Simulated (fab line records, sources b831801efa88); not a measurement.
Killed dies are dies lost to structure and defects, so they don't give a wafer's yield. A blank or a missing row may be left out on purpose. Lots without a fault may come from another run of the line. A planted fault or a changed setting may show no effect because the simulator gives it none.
Chamber matching | flow sky130 | SKY_PASSIVATION_CVD_00 on pecvd-04: 3 sister chambers
The step deposits SiO2, target thk 90 nm. 6 wafers are shown with their chamber, then 9 later ones without.

WAFERS WITH THEIR CHAMBER
wafer  | chamber | heater_power_w (W)
L081.3 | 2       | 743
L085.4 | 2       | 685
L085.6 | 0       | 734
L086.1 | 1       | 573
L086.3 | 0       | 758
L086.6 | 1       | 588

WAFERS WITHOUT THEIR CHAMBER
wafer  | heater_power_w (W)
L088.2 | 667
L088.3 | 726
L088.5 | 750
L089.1 | 685
L089.2 | 679
L089.6 | 694
L095.1 | 659
L095.2 | 639
L095.4 | 638

WHICH CHAMBER EACH WENT THROUGH
wafer  | from the rows above          | in truth
L088.2 | can't be placed: 2 or 0 or 1 | 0
L088.3 | can't be placed: 2 or 0      | 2
L088.5 | can't be placed: 0 or 2      | 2
L089.1 | can't be placed: 2 or 0      | 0
L089.2 | can't be placed: 2 or 0      | 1
L089.6 | can't be placed: 2 or 0      | 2
L095.1 | can't be placed: 2 or 1 or 0 | 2
L095.2 | can't be placed: 1 or 2 or 0 | 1
L095.4 | can't be placed: 1 or 2 or 0 | 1
Placed correctly: 0 of 9. Can't be placed from these rows: 9 (the true chamber is among the candidates in 8). Placed wrongly: 0.
How it was worked out, from the rows above alone: a wafer's distance from a chamber is the root of the sum, over the readings, of the square of ((its reading less the chamber's mean) divided by the reading's scatter). The wafer belongs to the nearest chamber; if the next one is less than 2 further off, it can't be placed. A chamber's mean is the mean of its shown wafers. The scatter: the root of (the sum of the squares of (reading less its chamber's mean) over the shown wafers, divided by (wafers less chambers)).
